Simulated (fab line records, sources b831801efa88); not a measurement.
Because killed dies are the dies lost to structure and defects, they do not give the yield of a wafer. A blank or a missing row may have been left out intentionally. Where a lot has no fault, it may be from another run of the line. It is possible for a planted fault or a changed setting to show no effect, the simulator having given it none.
Comparing a struck lot with a sound one    flow sky130    38 steps out of a route of 708
Sound: these wafers, L290.1, L290.3, L290.5. Wafers struck: L273.1, L273.5, L273.6. The cause is given at the end.
For every step that has rows: the tool of each side, followed by ch and its chambers, followed by its first start. Under that, the readings that differ: sound wafers    struck wafers    difference of the means    sigmas: that difference in standard deviations of wafers without a fault.
alike: same words and numbers on both sides, and readings whose means sit less than 2 such deviations apart. not compared: any withheld reading, any reading some wafer has no value for, any bound like >300 that may hide the same value, and any number with overlapping values for which the record gives no deviation.
Wherever a step has rows on one side only, a row that says differs or no value, or a row with sigmas, the two part there. Numbers that don't overlap but have no deviation are shown without sigmas and don't part them. A reading missing from all wafers of one side parts the sides only when that side holds two or more wafers.

first, 10 steps without rows for these wafers: SKY_RES_PROTECT_DEHYDRATE_00 (time 60 s); SKY_RES_PROTECT_HMDS_01 (prime time 60 s); SKY_RES_PROTECT_COAT_02 (resist thk 1140 nm); SKY_RES_PROTECT_SOFTBAKE_03 (time 60 s); SKY_RES_PROTECT_EXPOSE_04 (exposes mask RPM, target cd 1270 nm); SKY_RES_PROTECT_PEB_05; SKY_RES_PROTECT_DEVELOP_06 (develop time 60 s); SKY_POLY_GATE_IMPLANT_02; SKY_RES_PROTECT_STRIP_07 (strips in O2/N2); SKY_RES_PROTECT_CLEAN_09 (cleans in SC1/SC2, time 150 s).
SKY_POLY_GATE_CVD_03: deposits Si3N4 from DCS/NH3, target thk 75 nm, time 1290 s.
  sound on lpcvd-02 ch 1, day 23 03:59; struck on lpcvd-02 ch 0, day 16 15:27
reading                                      sound              struck             difference  sigmas
zone-power-lower-pct (%)                     14.2 14.2 14.1     13.1 13.2 13.3     -1.0        -2
model.Si3N4_of_POLY_GATE_CVD_03.thk-nm (nm)  73.91 74.84 74.17  135.1 135.1 134.8  +60.7       
  alike: spike-tc-lower-C, zone-power-bottom-pct, zone-power-top-pct
SKY_POLY_GATE_THK_MEAS_04:
  sound: film-metro-03 at day 23 05:20; struck: film-metro-01 at day 16 16:49
reading                    sound           struck             difference  sigmas
POLY_GATE_CVD_03_THK (nm)  73.9 74.8 74.2  135.1 135.1 134.8  +60.7       +89
then, 9 steps without rows for these wafers: SKY_POLY_GATE_DEHYDRATE_05 (time 60 s); SKY_POLY_GATE_HMDS_06 (prime time 60 s); SKY_POLY_GATE_COAT_07 (resist thk 110 nm); SKY_POLY_GATE_COAT_08 (resist thk 450 nm); SKY_POLY_GATE_SOFTBAKE_09 (time 90 s); SKY_POLY_GATE_EXPOSE_10 (exposes mask P1M, target cd 150 nm); SKY_POLY_GATE_PEB_11; SKY_POLY_GATE_DEVELOP_12 (develop time 60 s); SKY_POLY_GATE_ETCH_15 (etches BARC in N2/H2, stops on SiO2, time 118.5 s, target depth 110 nm).
SKY_POLY_GATE_ETCH_16: etches Si3N4 in CH3F/O2, stops on poly-Si, time 147.5 s, target depth 75 nm.
  sound on rie-diel-02 ch 2,3, day 24 11:49; struck on rie-diel-04 ch 0,1,3, day 17 21:10
reading                   sound                 struck                difference  sigmas
oes-product-au (a.u.)     0.646 0.648 0.636     0.844 0.853 0.854     +0.207      +37
throttle-valve-pct (%)    10.517 10.543 10.521  10.568 10.564 10.565  +0.039      +4
model.etch.depth-nm (nm)  73.91 74.84 74.17     135.1 135.1 134.8     +60.7       
  alike: drypump-motor-current-A
  not compared: rf-hours-counter-h
then, 13 steps without rows for these wafers: SKY_POLY_GATE_ETCH_17 (etches poly-Si in HBr/Cl2, stops on SiO2, target depth 180 nm, time 70.5 s); SKY_POLY_GATE_STRIP_18 (strips in O2/N2); SKY_POLY_GATE_CLEAN_19 (cleans in SC1/SC2, time 150 s); SKY_POLY_GATE_OXIDATION_20 (stabilise 600 s, purge 300 s, target thk 4 nm); SKY_LDD_N_DEHYDRATE_00 (time 60 s); SKY_LDD_N_HMDS_01 (prime time 60 s); SKY_LDD_N_COAT_02 (resist thk 300 nm); SKY_LDD_N_SOFTBAKE_03 (time 60 s); SKY_LDD_N_EXPOSE_04 (exposes mask NTM, target cd 840 nm); SKY_LDD_N_PEB_05; SKY_LDD_N_DEVELOP_06 (develop time 60 s); SKY_LDD_N_IMPLANT_08; SKY_LDD_N_IMPLANT_09.
-- record jumps: 7 days separate the struck wafers' starts on either side; left off in module LDD_N, taken up again in module LDD_LDN, whose first shown step is the route's number 303 --
SKY_LDD_LDN_CLEAN_14: cleans in SC1/SC2, time 150 s.
  sound on wet-bench-04 ch 3, day 30 13:59; struck on wet-bench-04 ch 1, day 24 09:28
reading                                      sound             struck         difference  sigmas
model.Si3N4_of_POLY_GATE_CVD_03.thk-nm (nm)  73.78 74.7 74.03  135 135 134.6  +61         
  alike: bath-guard-temp-C
SKY_POLY_CUT_ETCH_11: etches Si3N4 in CF4/CH2F2/Ar, stops on poly-Si, time 42.5 s, target depth 60 nm.
  sound on rie-diel-02 ch 0,2,3, day 31 20:44; struck on rie-diel-02 ch 0,1, day 25 17:08
reading                               sound              struck             difference  sigmas
oes-product-au (a.u.)                 0.835 0.823 0.828  1.030 1.013 1.025  +0.194      +29
model.POLY_CUT.feature-depth-nm (nm)  61.26 61.89 61.6   88.94 86.27 88.67  +26.38      
model.etch.depth-nm (nm)              61.26 61.89 61.6   88.94 86.27 88.67  +26.38      
  alike: drypump-motor-current-A, throttle-valve-pct
  not compared: rf-hours-counter-h
-- record jumps: 21 days separate the struck wafers' starts on either side; left off in module POLY_CUT, taken up again in module PAD_OPEN, whose first shown step is the route's number 708 --
SKY_PAD_OPEN_PROBE_99:
  record: rows for the struck wafers here (prober-01, day 46 20:43), none for the sound ones

WHERE THEY PART
Earliest at SKY_POLY_GATE_CVD_03; latest, in this record, at SKY_PAD_OPEN_PROBE_99.

WHY: the cause the simulator had injected
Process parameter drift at SKY_POLY_GATE_CVD_03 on lpcvd-02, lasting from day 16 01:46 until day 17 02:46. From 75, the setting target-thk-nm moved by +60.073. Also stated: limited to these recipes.
